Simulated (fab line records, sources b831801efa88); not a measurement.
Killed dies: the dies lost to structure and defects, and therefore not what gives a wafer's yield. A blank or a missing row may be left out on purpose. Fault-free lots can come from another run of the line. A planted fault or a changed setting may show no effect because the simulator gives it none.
2 desks, one fault | flow gf180mcu | what lay behind the numbers comes last; until then each desk has only its own

THE METROLOGY DESK
Lot by lot, what the gauges showed, no matter which tool ran the lot: averages of those sampled wafers that carry a number. A lot is out of limits, marked OUT, if its mean lies more than 4 standard deviations from the usual mean; the brackets give that distance.
Columns: A = V2_BOW at GF_V2_BOW_MEAS_05, usual 102 um; B = cd-nm at GF_V2_CD_MEAS_14, usual 260.3 nm; C = cd-nm at GF_V3_CD_MEAS_14, usual 260.1 nm
lot  | first seen here | A   | B     | C
L456 | day 19 06:08    | 96  | 260.3 | 259.7
L457 | day 19 13:34    | 91  | 261.5 | 258.2
L458 | day 20 03:20    | 114 | 260.1 | 259.4
L459 | day 20 12:29    | 99  | 260.7 | 259.7
L460 | day 20 21:04    | 115 | 261.6 | 261.9
L464 | day 22 14:42    | 93  | 260.9 | 259.3
L465 | day 22 20:43    | 99  | 261.4 | 260.4
L474 | day 25 18:23    | 96  | 260.1 | 260.6
L475 | day 25 22:20    | 105 | 259.9 | 261.8
L476 | day 26 10:08    | 95  | 260.9 | 259.4
L477 | day 26 16:14    | 106 | 258.7 | 261.4
L478 | day 26 22:59    | 104 | 260.9 | 258.8
L479 | day 27 03:55    | 111 | 261.9 | 259.6
This desk's verdict: no lot among the 13 shows anything out of limits.

DESK OF THE TOOL OWNER: furnace-02
The tool's own readings at GF_POLY_GATE_OXIDATION_16 (stabilise 600 s, purge 300 s, target thk 4 nm): means of the sampled wafers that have a number, for each lot that ran on this tool. A lot is out of limits, marked OUT, if its mean lies more than 4 standard deviations from the usual mean; the brackets give that distance. Of its 9 readings 7 are shown: the one that was out of limits first, and those that lie furthest out on some lot.
Columns: A = spike-tc-bottom-C at GF_POLY_GATE_OXIDATION_16, usual 867.1 C; B = spike-tc-centre-C at GF_POLY_GATE_OXIDATION_16, usual 850.7 C; C = spike-tc-lower-C at GF_POLY_GATE_OXIDATION_16, usual 852.1 C; D = spike-tc-top-C at GF_POLY_GATE_OXIDATION_16, usual 860.9 C; E = spike-tc-upper-C at GF_POLY_GATE_OXIDATION_16, usual 851.9 C; F = tube-center-temp-C at GF_POLY_GATE_OXIDATION_16, usual 850.01 C; G = tube_center_temp_C_max at GF_POLY_GATE_OXIDATION_16, usual 852.2
lot  | first seen here | A                | B                | C                | D                | E                | F                | G
L459 | day 10 02:30    | 867.7            | 850.9            | 853.2            | 860.2            | 852.4            | 849.98           | 852.0
L464 | day 11 18:38    | 873.8 (+6.7) OUT | 857.6 (+6.2) OUT | 860.3 (+5.5) OUT | 866.4 (+5.5) OUT | 859.1 (+7.2) OUT | 856.33 (+80) OUT | 858.6 (+17) OUT
L465 | day 11 23:01    | 873.4 (+6.3) OUT | 856.7 (+5.4) OUT | 859.0 (+4.6) OUT | 865.9 (+5.0) OUT | 858.4 (+6.5) OUT | 856.43 (+81) OUT | 858.6 (+17) OUT
L475 | day 14 19:58    | 866.5            | 850.6            | 854.0            | 860.7            | 851.2            | 850.07           | 852.4
L476 | day 15 06:46    | 867.4            | 849.3            | 854.0            | 860.4            | 852.8            | 850.01           | 852.3
This desk finds L464, L465 out of limits, L464 being first, at day 11 18:38 (spike-tc-bottom-C at GF_POLY_GATE_OXIDATION_16). In limits: L459, L475, L476.

BROUGHT TOGETHER
On L464, L465, at day 11 18:38, an alarm was possible from the tool owner's desk.
From the metrology desk's view, nothing was out of limits.
The metrology desk holds a record of L464, L465, inside its limits.
All the named lots went through GF_POLY_GATE_OXIDATION_16 on furnace-02.

WHAT WAS PUT IN BY THE SIMULATOR
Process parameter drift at GF_POLY_GATE_OXIDATION_16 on furnace-02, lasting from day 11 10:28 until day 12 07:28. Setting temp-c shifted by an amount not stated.
Struck lots among those shown: L464, L465.
Time in hours from fault onset to the first out-of-limits reading at each desk: the tool owner's desk, 8.
